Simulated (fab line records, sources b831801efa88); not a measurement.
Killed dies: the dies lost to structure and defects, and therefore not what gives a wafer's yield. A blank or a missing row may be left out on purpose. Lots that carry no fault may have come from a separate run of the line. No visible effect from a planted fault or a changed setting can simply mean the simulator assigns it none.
Which of the tools did it? ; flow gf180mcu ; 13 lots with 39 wafers sampled at 5 steps, on a route of 602 steps

WHAT THE GAUGES READ, wafer by wafer
GF_HV_LDD_CD_MEAS_07: the cd target is 400 nm. Usual: cd_nm at 400.9 nm, with a standard deviation of 2.7.
lot;measured;on;cd_nm (nm);flag
L506;day 10 12:53;cd_sem-02;402.1 403.7 402.5;
L507;day 10 16:41;cd_sem-01;401.5 400.3 400.9;
L508;day 10 18:18;cd_sem-01;404.0 403.0 403.3;
L511;day 11 19:40;cd_sem-02;403.7 402.6 400.9;
L512;day 12 03:59;cd_sem-02;396.3 399.2 397.5;
L513;day 12 11:53;cd_sem-02;399.6 398.3 396.4;
L518;day 14 00:19;cd_sem-02;317.0 319.8 322.2;OFF
L523;day 15 15:26;cd_sem-01;404.2 404.0 404.4;
L524;day 15 18:53;cd_sem-01;395.8 398.7 396.1;
L525;day 16 01:34;cd_sem-02;397.3 394.3 396.2;
L526;day 16 09:55;cd_sem-02;402.6 403.0 405.9;
L527;day 16 18:26;cd_sem-01;402.5 402.3 400.7;
L528;day 17 01:44;cd_sem-01;398.4 399.0 396.7;

GF_HV_LDD_CD_MEAS_31: the cd target is 400 nm. Usual: cd_nm at 400.7 nm, with a standard deviation of 2.1.
lot;measured;on;cd_nm (nm);flag
L506;day 12 02:44;cd_sem-01;403.5 402.3 405.3;
L507;day 12 06:41;cd_sem-01;402.3 401.3 402.6;
L508;day 12 09:23;cd_sem-02;402.3 402.4 400.9;
L511;day 13 11:16;cd_sem-02;398.5 399.8 399.6;
L512;day 13 21:13;cd_sem-01;401.5 402.7 404.3;
L513;day 14 04:55;cd_sem-02;396.6 396.9 397.7;
L518;day 15 18:25;cd_sem-02;400.6 399.5 402.4;
L523;day 17 12:11;cd_sem-01;399.7 399.3 397.6;
L524;day 17 16:45;cd_sem-02;402.1 402.7 401.9;
L525;day 17 23:24;cd_sem-02;401.0 402.1 400.4;
L526;day 18 08:50;cd_sem-01;402.2 400.6 401.7;
L527;day 18 16:26;cd_sem-02;398.7 397.5 396.3;
L528;day 19 00:35;cd_sem-01;398.3 400.9 400.4;

GF_HV_LDD_OVL_MEAS_32. Usual: for HV_LDD_02_OVL the level is 1.1 nm and the standard deviation is 1.3.
lot;measured;on;HV_LDD_02_OVL (nm);flag
L506;day 12 02:52;overlay-01;-1.9 0.0 -2.7;
L507;day 12 06:47;overlay-02;3.0 2.6 1.8;
L508;day 12 09:28;overlay-01;2.5 0.2 2.3;
L511;day 13 11:23;overlay-01;2.8 1.7 3.2;
L512;day 13 21:20;overlay-01;1.4 2.8 1.5;
L513;day 14 05:02;overlay-02;0.5 -0.9 -0.2;
L518;day 15 18:32;overlay-01;0.8 1.7 2.6;
L523;day 17 12:16;overlay-02;2.4 2.5 2.2;
L524;day 17 16:50;overlay-02;1.2 0.6 0.7;
L525;day 17 23:28;overlay-02;0.7 -2.4 0.4;
L526;day 18 08:56;overlay-01;1.4 0.1 1.2;
L527;day 18 16:31;overlay-01;3.1 1.9 1.8;
L528;day 19 00:41;overlay-01;1.4 1.5 0.9;

WHAT TOOL EACH LOT RAN ON (gives the tool, then ch and the chambers of the sampled wafers, and finally the start)
lot;GF_VT_IMPLANT_STRIP_42;GF_HV_LDD_EXPOSE_04
L506;plasma_asher-03 ch 0,1, day 8 00:44;iline_stepper-01 ch 0, day 10 04:02
L507;plasma_asher-04 ch 0,1, day 8 04:43;iline_stepper-01 ch 0, day 10 07:19
L508;plasma_asher-04 ch 0,1, day 8 05:22;iline_stepper-02 ch 0, day 10 09:49
L511;plasma_asher-03 ch 0,1, day 9 05:05;iline_stepper-02 ch 0, day 11 10:14
L512;plasma_asher-03 ch 0,1, day 9 11:43;iline_stepper-02 ch 0, day 11 18:41
L513;plasma_asher-04 ch 1, day 9 20:58;iline_stepper-01 ch 0, day 12 02:29
L518;plasma_asher-02 ch 0,1, day 11 03:47;iline_stepper-02 ch 0, day 13 13:49
L523;plasma_asher-03 ch 0,1, day 12 15:37;iline_stepper-02 ch 0, day 15 04:28
L524;plasma_asher-03 ch 0,1, day 12 19:52;iline_stepper-01 ch 0, day 15 08:09
L525;plasma_asher-04 ch 0,1, day 13 04:08;iline_stepper-02 ch 0, day 15 15:17
L526;plasma_asher-04 ch 0,1, day 13 10:40;iline_stepper-01 ch 0, day 15 23:20
L527;plasma_asher-04 ch 0,1, day 13 17:58;iline_stepper-01 ch 0, day 16 06:31
L528;plasma_asher-02 ch 0,1, day 14 00:34;iline_stepper-02 ch 0, day 16 14:44
- GF_VT_IMPLANT_STRIP_42: strips in O2/N2.
- GF_HV_LDD_EXPOSE_04: exposes mask Nplus LV AREA, target cd 400 nm.

WHAT THE TOOLS THEMSELVES READ (means of the sampled wafers that have a number; where no wafer has one, the mark that the record gives instead)
GF_VT_IMPLANT_STRIP_42. Usual: drypump_motor_current_A 5.71 A, standard deviation 0.24; heater_power_w 332 W, standard deviation 18; oes_product_au 0.716 a.u., standard deviation 0.0045; strip_time_to_endpoint_s 12.609 s, standard deviation 0.026.
lot;tool;drypump_motor_current_A (A);heater_power_w (W);oes_product_au (a.u.);strip_time_to_endpoint_s (s);flag
L506;plasma_asher-03;5.90;345;0.722;12.589;
L507;plasma_asher-04;5.75;325;0.712;12.605;
L508;plasma_asher-04;5.74;327;0.714;12.594;
L511;plasma_asher-03;5.91;356;0.715;12.584;
L512;plasma_asher-03;5.90;357;0.716;12.609;
L513;plasma_asher-04;5.66;322;0.717;12.616;
L518;plasma_asher-02;5.37;314;0.716;12.559;
L523;plasma_asher-03;5.91;360;0.715;12.572;
L524;plasma_asher-03;5.90;340;0.716;12.615;
L525;plasma_asher-04;5.86;325;0.715;12.615;
L526;plasma_asher-04;5.75;332;0.716;12.629;
L527;plasma_asher-04;5.74;323;0.718;12.620;
L528;plasma_asher-02;5.38;312;0.716;12.624;

THE ANSWER, worked out from the rows above alone
Rule: lot off if the mean of its wafers having a number is beyond 3 standard deviations from the usual mean. Also off: a lot with no number at a reading for which 4 or more lots have one. All remaining lots with rows at the step are treated as sound. First the gauges in route order, then the tools' own readings, where a lot's mean is used as printed above. At the first step where some lot is off, the reading lying furthest off is the one used; lots without a number count as furthest.
Off: L518, at GF_HV_LDD_CD_MEAS_07 (cd_nm).
A tool fits if, at a process step before that reading, it ran every lot that is off, and no sound lot after the first of them. The gauges at GF_HV_LDD_CD_MEAS_07 are tried like those tools. Not one of the candidates tried fits.

WHAT THE SIMULATOR HAD PUT IN
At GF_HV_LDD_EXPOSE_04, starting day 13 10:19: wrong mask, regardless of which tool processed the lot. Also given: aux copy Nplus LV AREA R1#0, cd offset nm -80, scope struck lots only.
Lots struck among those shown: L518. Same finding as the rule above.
